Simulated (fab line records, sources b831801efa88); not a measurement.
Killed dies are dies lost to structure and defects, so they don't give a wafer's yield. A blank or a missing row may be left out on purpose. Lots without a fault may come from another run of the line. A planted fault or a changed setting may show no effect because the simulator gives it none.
Chamber matching | flow sky130 | SKY_VIA4_CMP_02 on cmp-01: 4 sister chambers
The step polishes SiO2. 16 wafers are shown with their chamber, then 8 later ones without.

WAFERS WITH THEIR CHAMBER
wafer  | chamber | motor_current_A (A)
L588.1 | 0       | 13.1
L588.5 | 2       | 12.5
L588.6 | 1       | 14.3
L591.1 | 1       | 14.7
L591.2 | 0       | 13.4
L591.3 | 2       | 12.2
L592.1 | 2       | 12.7
L592.2 | 0       | 13.0
L592.5 | 3       | 13.0
L596.2 | 0       | 13.8
L596.4 | 1       | 14.0
L596.6 | 3       | 12.8
L597.1 | 3       | 12.8
L597.4 | 2       | 12.1
L597.6 | 2       | 12.3
L598.3 | 2       | 12.5

SIGNATURES (means of the wafers above)
reading         | chamber 0 | chamber 1 | chamber 2 | chamber 3 | scatter within a chamber
motor_current_A | 13.325    | 14.333    | 12.383    | 12.867    | 0.275
Rule: a wafer's distance from a chamber is the root of the sum, over the readings, of the square of ((its reading less the chamber's mean) divided by the reading's scatter). The wafer belongs to the nearest chamber; if the next one is less than 2 further off, it can't be placed. The scatter: the root of (the sum of the squares of (reading less its chamber's mean) over the shown wafers, divided by (wafers less chambers)).

WAFERS WITHOUT THEIR CHAMBER
wafer  | motor_current_A (A)
L598.5 | 14.4
L598.6 | 13.5
L601.2 | 12.6
L601.3 | 14.1
L601.6 | 13.6
L607.1 | 12.6
L607.2 | 11.8
L607.6 | 13.2

WHICH CHAMBER EACH WENT THROUGH
wafer  | from the rows above          | in truth
L598.5 | 1                            | 1
L598.6 | can't be placed: 0 or 3      | 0
L601.2 | can't be placed: 2 or 3 or 0 | 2
L601.3 | can't be placed: 1 or 0      | 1
L601.6 | can't be placed: 0 or 3 or 1 | 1
L607.1 | can't be placed: 2 or 3 or 0 | 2
L607.2 | can't be placed: 2 or 3      | 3
L607.6 | can't be placed: 0 or 3      | 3
Placed correctly: 1 of 8. Can't be placed from these rows: 7 (the true chamber is among the candidates in 7). Placed wrongly: 0.
